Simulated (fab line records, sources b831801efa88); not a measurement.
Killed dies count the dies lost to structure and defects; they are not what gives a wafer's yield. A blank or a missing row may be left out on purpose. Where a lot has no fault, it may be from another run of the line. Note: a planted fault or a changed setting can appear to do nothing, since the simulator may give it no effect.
One fault seen from 2 desks -- flow sky130 -- each desk holds nothing but its own numbers, with what lay behind them at the end

## FROM THE METROLOGY DESK
Lot by lot, what the gauges showed, no matter which tool ran the lot: averages of those sampled wafers that carry a number. A lot is out of limits, marked OUT, if its mean lies more than 4 standard deviations from the usual mean; the brackets give that distance.
Columns: A = VT_ADJUST_LVTN_2_TW at SKY_VT_ADJUST_LVTN_TW_MEAS_21, usual 187.3; B = VT_ADJUST_PCH_TW at SKY_VT_ADJUST_PCH_TW_MEAS_10, usual 142.8; C = cd-nm at SKY_SONOS_TUNNEL_CD_MEAS_07, usual 409.6 nm; D = SONOS_ONO_CVD_04_THK at SKY_SONOS_ONO_THK_MEAS_05, usual 5.66 nm
lot,first seen here,A,B,C,D
L539,day 7 15:15,187.1,145.3,411.0,5.70
L542,day 8 12:02,188.1,142.0,406.4,5.53
L543,day 9 07:41,186.9,142.2,409.6,5.70
L544,day 9 09:50,186.9,141.1,409.9,5.49
L545,day 9 10:53,187.7,142.4,410.9,5.70
L550,day 10 18:08,187.6,145.0,408.9,8.00 (+21) OUT
L551,day 11 00:42,187.9,141.3,411.4,8.05 (+22) OUT
L552,day 11 07:56,186.6,141.6,410.2,8.12 (+22) OUT
L559,day 13 07:56,188.1,144.5,409.5,5.60
L558,day 13 08:32,185.7,142.4,411.1,5.72
L560,day 14 01:50,186.5,142.0,410.2,5.50
L561,day 14 04:08,187.0,142.1,409.8,5.71
L562,day 14 05:14,187.4,145.2,411.2,5.61
This desk reports L550, L551, L552 out of limits; the earliest was L550 at day 15 08:19 (SONOS_ONO_CVD_04_THK at SKY_SONOS_ONO_THK_MEAS_05). In limits: L539, L542, L543, L544, L545, L559, L558, L560, L561, L562.

## DESK OF THE TOOL OWNER: lpcvd-03
The tool's own readings at SKY_SONOS_ONO_CVD_04 (deposits SiO2 from SiH4/N2O, target thk 5.7199 nm): means of the sampled wafers that have a number, for each lot that ran on this tool. A lot is out of limits, marked OUT, if its mean lies more than 4 standard deviations from the usual mean; the brackets give that distance.
Columns: A = zone-power-upper-pct at SKY_SONOS_ONO_CVD_04, usual 16.4 %
lot,first seen here,A
L539,day 11 07:24,15.3
L542,day 12 08:59,18.3
L543,day 13 08:25,15.1
L544,day 13 13:49,15.2
L545,day 13 13:49,15.3
L550,day 15 07:04,18.4
L551,day 15 09:31,18.2
L552,day 15 18:05,18.2
L559,day 18 03:05,18.2
L558,day 18 04:20,15.4
L560,day 19 02:41,18.2
L561,day 19 06:56,15.3
L562,day 19 06:56,15.1
Finding of this desk: none of the 13 lots has anything out of limits.

## PUT TOGETHER
An alarm was possible from the metrology desk at day 15 08:19, on L550, L551, L552.
The tool owner's desk saw nothing out of limits.
Tool owner's desk: L550, L551, L552 on record, inside its limits.
On lpcvd-03, each named lot ran SKY_SONOS_ONO_CVD_04.

## WHAT THE SIMULATOR PUT IN
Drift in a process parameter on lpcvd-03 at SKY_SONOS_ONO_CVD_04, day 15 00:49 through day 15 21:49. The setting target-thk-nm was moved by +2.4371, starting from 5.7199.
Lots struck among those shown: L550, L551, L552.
Per desk, hours elapsed from the start of the fault to the first reading out of limits: for the metrology desk, 7.
